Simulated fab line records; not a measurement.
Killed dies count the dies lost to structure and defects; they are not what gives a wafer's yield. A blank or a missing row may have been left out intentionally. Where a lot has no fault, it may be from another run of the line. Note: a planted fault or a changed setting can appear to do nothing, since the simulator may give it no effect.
fab line records | flow gf180mcu
[record] lots = 6 wafers = 18 lastDay = 33
route steps=602 shown NSD@242 PSD@248
lots that met no fault: from a run of the same line without faults
startH: hours from the record's opening day to when the first of the lot's shown wafers began | waitH: time in hours since the lot's previous step | " identical to the entry in the row above | L1.1+2: a single row standing in for several wafers | - either no value or no given start | * or withheld: withheld | < > ~ a bound
route shown NAME@n: a module of which the file shows steps, and the number in the route of the first | usual: mean/standard deviation of fault-free wafers | same: alike in all rows | chamber/n: place in a boat | sites: readings site by site | _std_site: their standard deviation | _edge_site: mean of outer sites minus mean of inner sites | radiusMm: for every site, how far away it sits from the centre of the wafer | mask NAME#n: copy n | behind: the last tool/chamber to shape the wafer | hold: why the lot went on hold/how many hours it stayed there/how the hold came to an end | device: names the non-switching transistor (n, p or np) | end of line: the same wafers' tests at the end of the route | for a step that has no rows: nothing shown but its recipe | killed: count of dies lost to structure and defects at first sort (not the wafer's yield) | map: per-die view of a wafer (x killed, . not killed, _ where there is no die)
set.NAME: the setting the step ran with; set.NAME@STEP: the setting that earlier step ran with | model.NAME: the simulator's own value behind a step, which no gauge read
lots at some steps of the route; a table a step, a row a wafer
services: a tool's chamber out of use, with start hour (startH, from the record's first day; less than 0 if before it), hours out, and reason
[[steps]]
[step GF_NSD_CD_MEAS_07]
[recipe] targetCdNm = 400
[usual] cdNm = 399.6/2.1
// columns lot.wafer tool chamber startH waitH cdNm
L647.4 cdSem-01 - 320.20 0.1 396.8
L647.5 " - " " 399.6
L647.6 " - " " 400.2
L653.2 cdSem-02 - 379.01 0.1 401.9
L653.3 " - " " 402.3
L653.6 " - " " 401.2
L655.2 cdSem-02 - 395.20 0.1 399.3
L655.3 " - " " 399.2
L655.4 " - " " 398.5
L656.2 cdSem-02 - 401.55 0.1 400.9
L656.3 " - " " 401.3
L656.6 " - " " 402.9
L661.2 cdSem-01 - 440.68 0.1 403.8
L661.3 " - " " 402.3
L661.6 " - " " 402.7
L662.1 cdSem-02 - 445.76 0.1 399.5
L662.2 " - " " 399.9
L662.4 " - " " 400.2
[step GF_NSD_OVL_MEAS_08]
[usual] NSD_OVL = -0.6/1.3
// columns lot.wafer tool chamber startH waitH NSD_OVL[nm]
L647.4 overlay-01 - 320.28 0.1 -1.5
L647.5 " - " " -1.3
L647.6 " - " " -0.6
L653.2 overlay-01 - 379.12 0.1 -1.0
L653.3 " - " " 0.1
L653.6 " - " " 0.3
L655.2 overlay-02 - 395.30 0.1 -3.2
L655.3 " - " " -2.8
L655.4 " - " " -2.4
L656.2 overlay-02 - 401.65 0.1 -2.8
L656.3 " - " " -0.6
L656.6 " - " " -1.6
L661.2 overlay-02 - 440.79 0.1 -0.7
L661.3 " - " " 1.0
L661.6 " - " " 0.2
L662.1 overlay-01 - 445.88 0.1 0.6
L662.2 " - " " 0.1
L662.4 " - " " -0.7
[step GF_NSD_IMPLANT_09]
[recipe] species = As energyKev = 60 doseCm2 = 4e+15 tiltDeg = 7
[step GF_NSD_IMPLANT_10]
[recipe] species = P energyKev = 40 doseCm2 = 5e+14 tiltDeg = 7
[step GF_NSD_STRIP_11]
[recipe] chemistry = O2/N2 powerW = 1400 pressureMtorr = 1500 platenTempC = 250 o2FlowSccm = 3000 n2FlowSccm = 300 overashFraction = 0.5
[usual] drypumpMotorCurrentA = 5.5/0.39 heaterPowerW = 326/38 oesProductAu = 0.487/0.0038 stripTimeToEndpointS = 22.97/0.035
// columns lot.wafer tool chamber startH waitH drypumpMotorCurrentA heaterPowerW oesProductAu rfHoursCounterH stripTimeToEndpointS
L647.4 plasmaAsher-01 1 320.63 0.1 6.1 311 0.494 - 23.01
L647.5 " 0 " " 5.0 278 0.492 - 23.03
L647.6 " 1 " " 6.1 313 0.488 - 23.01
L653.2 plasmaAsher-02 1 379.45 0.1 5.2 362 0.483 61 22.95
L653.3 " 1 " " 5.2 354 0.486 - 22.90
L653.6 " 1 " " 5.2 358 0.485 - 22.92
L655.2 plasmaAsher-01 1 395.63 0.1 6.1 302 0.487 76 22.97
L655.3 " 0 " " 5.0 271 0.489 - 22.96
L655.4 " 1 " " 6.0 306 0.485 - 23.00
L656.2 plasmaAsher-01 0 401.98 0.1 5.0 270 0.485 77 22.92
L656.3 " 1 " " 6.1 309 0.481 - 22.98
L656.6 " 0 " " 5.0 275 0.487 - 22.94
L661.2 plasmaAsher-02 1 441.12 0.1 5.2 365 0.486 66 22.98
L661.3 " 1 " " 5.3 363 0.486 - 23.01
L661.6 " 1 " " 5.2 361 0.485 - 23.01
L662.1 plasmaAsher-02 1 446.22 0.1 5.2 364 0.487 67 22.94
L662.2 " 0 " " 5.5 366 0.491 67 22.95
L662.4 " 1 " " 5.2 357 0.488 - 22.97
[step GF_NSD_TW_MEAS_12]
[usual] NSD_TW = 4234/42
// columns lot.wafer tool chamber startH waitH NSD_TW
L647.4 filmMetro-02 - 320.73 0.1 4281
L647.5 " - " " 4274
L647.6 " - " " 4272
L653.2 filmMetro-03 - 379.56 0.1 4248
L653.3 " - " " 4269
L653.6 " - " " 4250
L655.2 filmMetro-03 - 395.74 0.1 4239
L655.3 " - " " 4209
L655.4 " - " " 4240
L656.2 filmMetro-03 - 402.09 0.1 4216
L656.3 " - " " 4237
L656.6 " - " " 4239
L661.2 filmMetro-02 - 441.23 0.1 4254
L661.3 " - " " 4289
L661.6 " - " " 4260
L662.1 filmMetro-04 - 446.32 0.1 4152
L662.2 " - " " 4174
L662.4 " - " " 4167
[step GF_PSD_DEHYDRATE_00]
[recipe] tempC = 200 timeS = 60
[step GF_PSD_HMDS_01]
[recipe] primeTimeS = 60 primeTempC = 120
[step GF_PSD_COAT_02]
[recipe] resist = NOVOLAK spinRpm = 3000 resistThkNm = 1000
[step GF_PSD_SOFTBAKE_03]
[recipe] tempC = 90 timeS = 60 resist = NOVOLAK
[step GF_PSD_EXPOSE_04]
[recipe] maskId = Pplus targetCdNm = 400 na = 0.6 sourceShape = conventional sigmaOuter = 0.6 doseMj = 140
[step GF_PSD_PEB_05]
[recipe] tempC = withheld timeS = * resist = NOVOLAK
[step GF_PSD_DEVELOP_06]
[recipe] developTimeS = 60 devTempC = 23
[usual] chillPlateTempC = 23.00/0.097 developTimeS = 60/0
// columns lot.wafer tool chamber startH waitH chillPlateTempC developTimeS
L647.4 lithoTrack-04 0 341.15 0.1 22.91 60
L647.5 " 0 " " 22.75 60
L647.6 " 0 " " 22.72 60
L653.2 lithoTrack-01 0 402.52 0.1 23.07 60
L653.3 " 0 " " 23.00 60
L653.6 " 0 " " 23.06 60
L655.2 lithoTrack-04 - 418.80 0.1 - -
L655.3 " - " " - -
L655.4 " - " " - -
L656.2 lithoTrack-02 - 425.29 0.1 - -
L656.3 " - " " - -
L656.6 " - " " - -
L661.2 lithoTrack-01 0 464.37 0.1 23.09 60
L661.3 " 0 " " 23.12 60
L661.6 " 0 " " 23.11 60
L662.1 lithoTrack-01 0 470.14 0.1 22.80 60
L662.2 " 0 " " 22.95 60
L662.4 " 0 " " 22.94 60
[step GF_PSD_CD_MEAS_07]
[recipe] targetCdNm = 400
[usual] cdNm = 399.7/2.1
// columns lot.wafer tool chamber startH waitH cdNm
L647.4 cdSem-02 - 341.28 0.1 400.7
L647.5 " - " " 400.6
L647.6 " - " " 400.5
L653.2 cdSem-01 - 402.66 0.1 398.4
L653.3 " - " " 399.3
L653.6 " - " " 400.5
L655.2 cdSem-02 - 418.94 0.1 -
L655.3 " - " " -
L655.4 " - " " -
L656.2 cdSem-02 - 425.43 0.1 -
L656.3 " - " " -
L656.6 " - " " -
L661.2 cdSem-01 - 464.51 0.1 398.2
L661.3 " - " " 400.4
L661.6 " - " " 399.7
L662.1 cdSem-01 - 470.29 0.1 398.9
L662.2 " - " " 400.5
L662.4 " - " " 400.2
[[services]]
// columns tool chamber startH hours kind
plasmaAsher-01 - 328.43 2.8 pm
plasmaAsher-02 - 411.97 14.6 pm
lithoTrack-02 - 450.51 - consumableReplace:filter
plasmaAsher-02 - 455.97 2.8 pm
[[key]]
[firstSign] step = GF_PSD_DEVELOP_06 reading = toolRecord direction = missing
effect none on later readings
metAt GF_PSD_DEVELOP_06
struckWafers L655.2,L655.3,L655.4,L656.2,L656.3,L656.6
sortLeftOut L655.2,L655.3,L655.4,L656.2,L656.3,L656.6
testerLeftOut L655,L656
onsetBetween 341.15 418.80
[fault] kind = skippedStepWhole tool = lithoTrack-02,lithoTrack-04 chamber = - onsetH = 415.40 steps = GF_PSD_DEVELOP_06 scope = struckLotsOnly
// testerLeftOut: of these lots the tester's yield and bins aren't shown, on N5 and GAA mostly nor the transistor test; their killed dies are dies lost to structure and defects alone, not to doping, threshold or leakage, so they don't give the yield
// sortLeftOut: the simulated sort isn't trusted on such a fault, so these wafers' sort isn't shown, and their yield isn't known
